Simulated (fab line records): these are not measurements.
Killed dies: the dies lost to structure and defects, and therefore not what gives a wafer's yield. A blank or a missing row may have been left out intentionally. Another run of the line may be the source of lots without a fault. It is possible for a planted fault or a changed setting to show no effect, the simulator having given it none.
Which tool was responsible? + flow sky130 + Sampling: 10 lots, 30 wafers, 2 of 708 route steps

WHAT EACH GAUGE READ, for each wafer
SKY_VIA2_RS_MEAS_22: measurement is done with a four-point probe.
| lot  | measured     | on            | VIA2_W_RS (ohm/sq) |
|------|--------------|---------------|--------------------|
| L803 | day 37 14:21 | film metro-01 | 0.273 0.272 0.275  |
| L804 | day 38 04:46 | film metro-02 | 0.276 0.273 0.272  |
| L805 | day 38 14:10 | film metro-02 | 0.271 0.273 0.274  |
| L807 | day 38 20:21 | film metro-02 | 0.268 0.274 0.270  |
| L806 | day 38 20:51 | film metro-02 | 0.271 0.272 0.270  |
| L815 | day 41 04:08 | film metro-04 | 0.223 0.222 0.271  |
| L816 | day 41 06:54 | film metro-01 | 0.270 0.221 0.221  |
| L818 | day 42 02:44 | film metro-01 | 0.272 0.273 0.275  |
| L822 | day 43 00:06 | film metro-02 | 0.276 0.274 0.275  |
| L823 | day 43 04:55 | film metro-02 | 0.273 0.278 0.272  |

WHAT TOOL EACH LOT RAN ON (gives the tool, then ch and the chambers of the sampled wafers, and finally the start)
| lot  | SKY_VIA2_CVD_21               |
|------|-------------------------------|
| L803 | cvd w-02 ch 0,1, day 37 14:13 |
| L804 | cvd w-02 ch 0,1, day 38 04:37 |
| L805 | cvd w-01 ch 0,1, day 38 14:01 |
| L807 | cvd w-02 ch 0,1, day 38 20:13 |
| L806 | cvd w-02 ch 0,1, day 38 20:43 |
| L815 | cvd w-02 ch 0,1, day 41 04:01 |
| L816 | cvd w-02 ch 0,1, day 41 06:46 |
| L818 | cvd w-01 ch 0,1, day 42 02:37 |
| L822 | cvd w-01 ch 0,1, day 42 23:58 |
| L823 | cvd w-01 ch 0,1, day 43 04:46 |
- SKY_VIA2_CVD_21: deposits W, target thk 420 nm, time 126.4 s.

THE ANSWER, worked out from the rows above alone
Rule: usual is defined by the lots themselves. The widest of any qualifying gaps counts: lots, ordered by their means at a reading, are off when they make up no more than a third of the lots, leave a main group of 4 or more, and stand apart from it by 3 or more times the standard deviation of that group's means. A main group is skipped when, at the precision printed for the reading in the tables above, its means are all equal. A lot without any number at a reading at which 4 lots or more have one is off too. Where the step has rows for the other lots, those lots are counted as sound.
Off: L815, L816, at SKY_VIA2_RS_MEAS_22 (VIA2_W_RS). The main group has a mean of 0.273 ohm/sq with a standard deviation of 0.0014.
If a tool, at a process step before that reading, ran all the lots that are off and no sound lot after the first of them, it fits. Those tools and the gauges at SKY_VIA2_RS_MEAS_22 are tried in the same way. One fits: SKY_VIA2_CVD_21 on cvd w-02. A fault onset in the window from L806 (day 38 20:43, its last sound lot) to L815 (day 41 04:01, its first lot off) fits.

WHAT THE SIMULATOR HAD INSERTED
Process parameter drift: cvd w-02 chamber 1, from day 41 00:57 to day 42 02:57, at SKY_VIA2_CVD_21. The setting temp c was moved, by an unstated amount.
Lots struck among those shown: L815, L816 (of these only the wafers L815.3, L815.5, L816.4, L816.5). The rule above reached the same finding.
